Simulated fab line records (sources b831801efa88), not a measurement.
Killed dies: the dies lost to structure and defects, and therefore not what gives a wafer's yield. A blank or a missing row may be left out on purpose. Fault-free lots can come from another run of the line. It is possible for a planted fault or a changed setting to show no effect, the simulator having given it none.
A lot that was struck, set against a sound lot	flow sky130	24 out of 708 route steps
Sound: wafers L598.2, L598.3, L598.4. Struck: wafers L590.2, L590.3, L590.4. The cause comes at the end.
For every step that has rows: the tool of each side, followed by ch and its chambers, followed by its first start. Under that, the readings that differ: sound wafers	struck wafers	difference of the means	sigmas: that difference in standard deviations of wafers without a fault.
alike: readings whose means differ by less than 2 such deviations, and words and numbers that are the same on both sides. not compared: withheld readings, readings that some wafer has no value for, bounds like >300 that may hide the same value, and numbers for which the record gives no deviation and whose values overlap.
A row with sigmas, a row that says differs or no value, or rows on one side alone: a step with any of these is where the two part. Numbers that don't overlap but have no deviation are shown without sigmas and don't part them. A reading missing from all wafers of one side parts the sides only when that side holds two or more wafers.

first, 4 steps without rows for these wafers: SKY_VIA4_STRIP_14 (strips in post etch residue remover, time 1200 s); SKY_VIA4_CLEAN_15 (cleans in IPA, time 180 s); SKY_VIA4_CLEAN_16 (cleans in O3/DIW); SKY_VIA4_SPUTTER_17 (material TiN, target thk 20 nm, time 80 s).
SKY_VIA4_CVD_18: deposits W, target thk 505 nm, time 152.14 s.
  sound on cvd-w-02 ch 0,1, day 48 03:07; struck on cvd-w-01 ch 0,1, day 45 23:07
  alike: heater-power-w
SKY_VIA4_RS_MEAS_19: measurement is done with a four-point probe.
  sound: film-metro-04 at day 48 03:18; struck: film-metro-04 at day 45 23:18
  alike: VIA4_W_RS
SKY_VIA4_THK_MEAS_20: measures by xrf.
  sound: film-metro-04 at day 48 03:25; struck: film-metro-04 at day 46 00:32
  alike: VIA4_W_THK
SKY_VIA4_CMP_21: polishes, stops on SiO2, t overpolish 25 s, target thk 0 nm.
  sound on cmp-02 ch 0,1,3, day 48 03:28; struck on cmp-01 ch 0,2,3, day 46 00:38
  alike: motor-current-A, overpolish-run-s, slurry-flow-ml-min, time-to-endpoint-s
then, 1 step without rows for these wafers: SKY_METAL5_SPUTTER_00 (material Ti, target thk 15 nm, time 10 s).
SKY_METAL5_SPUTTER_01: material TiN, target thk 20 nm, time 16.7 s.
  sound: pvd-sputter-04 at day 48 03:47; struck: pvd-sputter-01 at day 46 00:54
  alike: cathode-dc-power-W, chamber-pressure-pa, throttle-valve-pct
SKY_METAL5_SPUTTER_02: material AlCu, target thk 1150 nm, time 61.2 s.
  sound: pvd-sputter-04 at day 48 03:48; struck: pvd-sputter-01 at day 46 00:56
  alike: cathode-dc-power-W, chamber-pressure-pa, throttle-valve-pct
then, 1 step without rows for these wafers: SKY_METAL5_SPUTTER_03 (material Ti, target thk 5 nm, time 3.3 s).
SKY_METAL5_SPUTTER_04: material TiN, target thk 70 nm, time 58.3 s.
  sound: pvd-sputter-04 at day 48 03:52; struck: pvd-sputter-01 at day 46 01:00
  no value came back on the struck wafers for cathode-dc-power-W (W), chamber-pressure-pa (Pa), throttle-valve-pct (%); on the sound wafers cathode-dc-power-W (W) reads 6500.2 6501.4 6500.8
SKY_METAL5_THK_MEAS_06: measures by xrf.
  sound: film-metro-01 at day 48 04:03; struck: film-metro-04 at day 46 01:11
reading	sound	struck	difference	sigmas
METAL5_ALCU_THK (nm)	1142 1150 1161	1387 1356 1367	+219	+18
then, 7 steps without rows for these wafers: SKY_METAL5_DEHYDRATE_07 (time 60 s); SKY_METAL5_HMDS_08 (prime time 60 s); SKY_METAL5_COAT_09 (resist thk 1800 nm); SKY_METAL5_SOFTBAKE_10 (time 60 s); SKY_METAL5_EXPOSE_11 (exposes mask MM5, target cd 1600 nm); SKY_METAL5_PEB_12; SKY_METAL5_DEVELOP_13 (develop time 60 s).
SKY_METAL5_DESCUM_14: chemistry O2, time 11 s.
  sound on rie-metal-04 ch 0,1, day 48 21:38; struck on rie-metal-04 ch 0,1, day 46 20:53
  alike: drypump-motor-current-A, oes-product-au
  not compared: rf-hours-counter-h
SKY_METAL5_METAL_ETCH_15: etches the open film in Cl2/BCl3, stops on SiO2, target depth 1260 nm, time 252 s.
  sound on rie-metal-04 ch 0,1, day 48 21:40; struck on rie-metal-04 ch 0,1, day 46 20:56
reading	sound	struck	difference	sigmas
oes-product-au (a.u.)	0.897 0.903 0.892	0.883 0.878 0.872	-0.020	-4
  alike: bias-w, drypump-motor-current-A, throttle-valve-pct
  not compared: rf-hours-counter-h
then, 1 step without rows for these wafers: SKY_METAL5_STRIP_16 (strips in O2/N2).

== WHERE THEY PART ==
Earliest at SKY_METAL5_SPUTTER_04; latest, in this record, at SKY_METAL5_METAL_ETCH_15.

WHY: whatever the simulator had introduced
Beginning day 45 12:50, the whole step at SKY_METAL5_SPUTTER_04 was skipped on pvd-sputter-01. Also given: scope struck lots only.
